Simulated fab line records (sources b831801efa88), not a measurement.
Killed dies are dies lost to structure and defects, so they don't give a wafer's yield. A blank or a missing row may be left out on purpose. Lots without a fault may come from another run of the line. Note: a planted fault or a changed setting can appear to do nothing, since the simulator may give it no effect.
Which of the tools did it? / flow gf180mcu / 42 wafers from 14 lots sampled at 4 of the route's 602 steps

== WHAT THE GAUGES READ, wafer by wafer ==
GF_PSD_TW_MEAS_11.
lot=L479; measured=day 14 16:22; on=film_metro-03; PSD_TW=3196 3199 3195
lot=L481; measured=day 15 07:18; on=film_metro-01; PSD_TW=3139 3135 3127
lot=L482; measured=day 15 19:26; on=film_metro-03; PSD_TW=3164 3147 3173
lot=L484; measured=day 16 03:59; on=film_metro-03; PSD_TW=3178 3165 3179
lot=L485; measured=day 17 02:44; on=film_metro-04; PSD_TW=3075 3103 3084
lot=L487; measured=day 17 09:11; on=film_metro-04; PSD_TW=3100 3077 3082
lot=L488; measured=day 17 13:36; on=film_metro-03; PSD_TW=3171 3190 3198
lot=L489; measured=day 18 11:50; on=film_metro-04; PSD_TW=3079 3090 3082
lot=L490; measured=day 18 14:06; on=film_metro-04; PSD_TW=3095 3079 3096
lot=L497; measured=day 21 02:58; on=film_metro-03; PSD_TW=3126 3125 3137
lot=L498; measured=day 21 05:51; on=film_metro-01; PSD_TW=3126 3135 3151
lot=L499; measured=day 21 12:44; on=film_metro-03; PSD_TW=3136 3134 3141
lot=L501; measured=day 22 03:59; on=film_metro-03; PSD_TW=3141 3141 3125
lot=L502; measured=day 22 06:35; on=film_metro-04; PSD_TW=3101 3087 3090

GF_SALICIDE_THK_MEAS_05: measures by xrf.
lot=L479; measured=day 15 14:55; on=film_metro-02; SALICIDE_TIN_THK (nm)=19.52 19.82 19.46
lot=L481; measured=day 16 06:01; on=film_metro-04; SALICIDE_TIN_THK (nm)=20.26 19.93 20.21
lot=L482; measured=day 16 19:12; on=film_metro-02; SALICIDE_TIN_THK (nm)=19.99 19.80 19.67
lot=L484; measured=day 17 03:49; on=film_metro-02; SALICIDE_TIN_THK (nm)=20.13 20.19 19.85
lot=L485; measured=day 18 02:46; on=film_metro-03; SALICIDE_TIN_THK (nm)=20.17 20.12 19.96
lot=L487; measured=day 18 09:19; on=film_metro-03; SALICIDE_TIN_THK (nm)=20.14 20.04 19.77
lot=L488; measured=day 18 13:55; on=film_metro-03; SALICIDE_TIN_THK (nm)=20.12 20.18 20.14
lot=L489; measured=day 19 13:46; on=film_metro-02; SALICIDE_TIN_THK (nm)=19.99 20.19 20.22
lot=L490; measured=day 19 15:40; on=film_metro-02; SALICIDE_TIN_THK (nm)=19.97 19.44 19.77
lot=L497; measured=day 22 03:46; on=film_metro-03; SALICIDE_TIN_THK (nm)=19.57 19.54 19.52
lot=L498; measured=day 22 06:43; on=film_metro-02; SALICIDE_TIN_THK (nm)=19.47 19.68 19.75
lot=L499; measured=day 22 13:31; on=film_metro-03; SALICIDE_TIN_THK (nm)=19.45 19.38 19.41
lot=L501; measured=day 23 03:34; on=film_metro-03; SALICIDE_TIN_THK (nm)=20.14 19.91 20.21
lot=L502; measured=day 23 07:18; on=film_metro-03; SALICIDE_TIN_THK (nm)=19.92 19.89 19.88

== TOOL THAT RAN EACH LOT (tool first, then ch and the chambers of the sampled wafers, then the start) ==
lot=L479; GF_VT_IMPLANT_SOFTBAKE_03=litho_track-04 ch 0, day 5 12:40; GF_VT_IMPLANT_RTA_45=rtp_anneal-02 ch 0, day 7 20:59
lot=L481; GF_VT_IMPLANT_SOFTBAKE_03=litho_track-04 ch 0, day 6 00:52; GF_VT_IMPLANT_RTA_45=rtp_anneal-02 ch 0, day 8 10:54
lot=L482; GF_VT_IMPLANT_SOFTBAKE_03=litho_track-04 ch 0, day 6 07:29; GF_VT_IMPLANT_RTA_45=rtp_anneal-02 ch 0, day 8 16:59
lot=L484; GF_VT_IMPLANT_SOFTBAKE_03=litho_track-01 ch 0, day 6 14:29; GF_VT_IMPLANT_RTA_45=rtp_anneal-01 ch 0, day 9 00:26
lot=L485; GF_VT_IMPLANT_SOFTBAKE_03=litho_track-04 ch 0, day 7 02:22; GF_VT_IMPLANT_RTA_45=rtp_anneal-02 ch 0, day 9 13:56
lot=L487; GF_VT_IMPLANT_SOFTBAKE_03=litho_track-01 ch 0, day 7 10:23; GF_VT_IMPLANT_RTA_45=rtp_anneal-02 ch 0, day 9 22:38
lot=L488; GF_VT_IMPLANT_SOFTBAKE_03=litho_track-04 ch 0, day 7 15:14; GF_VT_IMPLANT_RTA_45=rtp_anneal-01 ch 0, day 10 03:21
lot=L489; GF_VT_IMPLANT_SOFTBAKE_03=litho_track-04 ch 0, day 8 01:23; GF_VT_IMPLANT_RTA_45=rtp_anneal-02 ch 0, day 10 14:32
lot=L490; GF_VT_IMPLANT_SOFTBAKE_03=litho_track-02 ch 0, day 8 05:39; GF_VT_IMPLANT_RTA_45=rtp_anneal-02 ch 0, day 10 19:50
lot=L497; GF_VT_IMPLANT_SOFTBAKE_03=litho_track-01 ch 0, day 9 23:20; GF_VT_IMPLANT_RTA_45=rtp_anneal-02 ch 0, day 12 17:52
lot=L498; GF_VT_IMPLANT_SOFTBAKE_03=litho_track-02 ch 0, day 10 04:18; GF_VT_IMPLANT_RTA_45=rtp_anneal-01 ch 0, day 12 23:38
lot=L499; GF_VT_IMPLANT_SOFTBAKE_03=litho_track-01 ch 0, day 10 10:44; GF_VT_IMPLANT_RTA_45=rtp_anneal-01 ch 0, day 13 06:31
lot=L501; GF_VT_IMPLANT_SOFTBAKE_03=litho_track-04 ch 0, day 10 22:32; GF_VT_IMPLANT_RTA_45=rtp_anneal-01 ch 0, day 13 19:14
lot=L502; GF_VT_IMPLANT_SOFTBAKE_03=litho_track-02 ch 0, day 11 04:34; GF_VT_IMPLANT_RTA_45=rtp_anneal-01 ch 0, day 14 00:27
- GF_VT_IMPLANT_SOFTBAKE_03: time 60 s.
- GF_VT_IMPLANT_RTA_45: time 30 s.

== WHAT THE TOOLS THEMSELVES READ (means of the sampled wafers that have a number; where no wafer has one, the mark that the record gives instead) ==
GF_VT_IMPLANT_SOFTBAKE_03.
lot=L479; tool=litho_track-04; heater_power_total_W (W)=56.60; plate_temp_C (C)=89.93; resist_line_temp_C (C)=23.09
lot=L481; tool=litho_track-04; heater_power_total_W (W)=56.57; plate_temp_C (C)=89.99; resist_line_temp_C (C)=22.88
lot=L482; tool=litho_track-04; heater_power_total_W (W)=56.58; plate_temp_C (C)=89.83; resist_line_temp_C (C)=23.13
lot=L484; tool=litho_track-01; heater_power_total_W (W)=56.60; plate_temp_C (C)=90.00; resist_line_temp_C (C)=22.96
lot=L485; tool=litho_track-04; heater_power_total_W (W)=56.57; plate_temp_C (C)=90.14; resist_line_temp_C (C)=22.91
lot=L487; tool=litho_track-01; heater_power_total_W (W)=56.65; plate_temp_C (C)=90.07; resist_line_temp_C (C)=23.03
lot=L488; tool=litho_track-04; heater_power_total_W (W)=58.01; plate_temp_C (C)=91.62; resist_line_temp_C (C)=22.98
lot=L489; tool=litho_track-04; heater_power_total_W (W)=57.96; plate_temp_C (C)=91.46; resist_line_temp_C (C)=23.00
lot=L490; tool=litho_track-02; heater_power_total_W (W)=56.65; plate_temp_C (C)=89.93; resist_line_temp_C (C)=23.00
lot=L497; tool=litho_track-01; heater_power_total_W (W)=56.63; plate_temp_C (C)=90.08; resist_line_temp_C (C)=23.08
lot=L498; tool=litho_track-02; heater_power_total_W (W)=56.61; plate_temp_C (C)=89.90; resist_line_temp_C (C)=22.88
lot=L499; tool=litho_track-01; heater_power_total_W (W)=56.61; plate_temp_C (C)=90.00; resist_line_temp_C (C)=22.87
lot=L501; tool=litho_track-04; heater_power_total_W (W)=56.60; plate_temp_C (C)=90.05; resist_line_temp_C (C)=22.92
lot=L502; tool=litho_track-02; heater_power_total_W (W)=56.58; plate_temp_C (C)=89.92; resist_line_temp_C (C)=23.18

GF_VT_IMPLANT_RTA_45.
lot=L479; tool=rtp_anneal-02; lamp_power_pct (%)=36.9; wafer_temp_C_max=1053.4
lot=L481; tool=rtp_anneal-02; lamp_power_pct (%)=36.8; wafer_temp_C_max=1053.3
lot=L482; tool=rtp_anneal-02; lamp_power_pct (%)=36.9; wafer_temp_C_max=1053.2
lot=L484; tool=rtp_anneal-01; lamp_power_pct (%)=33.2; wafer_temp_C_max=1054.0
lot=L485; tool=rtp_anneal-02; lamp_power_pct (%)=36.9; wafer_temp_C_max=1053.2
lot=L487; tool=rtp_anneal-02; lamp_power_pct (%)=36.9; wafer_temp_C_max=1053.2
lot=L488; tool=rtp_anneal-01; lamp_power_pct (%)=33.1; wafer_temp_C_max=1053.9
lot=L489; tool=rtp_anneal-02; lamp_power_pct (%)=36.9; wafer_temp_C_max=1053.3
lot=L490; tool=rtp_anneal-02; lamp_power_pct (%)=36.8; wafer_temp_C_max=1053.2
lot=L497; tool=rtp_anneal-02; lamp_power_pct (%)=36.9; wafer_temp_C_max=1053.2
lot=L498; tool=rtp_anneal-01; lamp_power_pct (%)=33.2; wafer_temp_C_max=1053.7
lot=L499; tool=rtp_anneal-01; lamp_power_pct (%)=33.1; wafer_temp_C_max=1054.4
lot=L501; tool=rtp_anneal-01; lamp_power_pct (%)=33.1; wafer_temp_C_max=1053.8
lot=L502; tool=rtp_anneal-01; lamp_power_pct (%)=33.2; wafer_temp_C_max=1053.8

== THE ANSWER, worked out from the rows above alone ==
Rule: usual is defined by the lots themselves. The widest of any qualifying gaps counts: lots, ordered by their means at a reading, are off when they make up no more than a third of the lots, leave a main group of 4 or more, and stand apart from it by 3 or more times the standard deviation of that group's means. The tables above print the reading to a certain number of digits; a main group whose means all agree to those digits is not used. Also off: a lot with no number at a reading for which 4 or more lots have one. Where the step has rows for the other lots, those lots are counted as sound. After the gauges, taken in route order, come the tools' own readings; for these a lot's mean is taken, as printed above. At the first step where some lot is off, the reading lying furthest off is the one used; lots without a number count as furthest.
Off at GF_VT_IMPLANT_SOFTBAKE_03 (heater_power_total_W): L488, L489. For the main group the mean is 56.60 W and the standard deviation 0.027.
A tool fits if, at that step or a process step before it, it ran every lot that is off, and no sound lot after the first of them. Not one of the candidates tried fits.

== WHAT THE SIMULATOR HAD PUT IN ==
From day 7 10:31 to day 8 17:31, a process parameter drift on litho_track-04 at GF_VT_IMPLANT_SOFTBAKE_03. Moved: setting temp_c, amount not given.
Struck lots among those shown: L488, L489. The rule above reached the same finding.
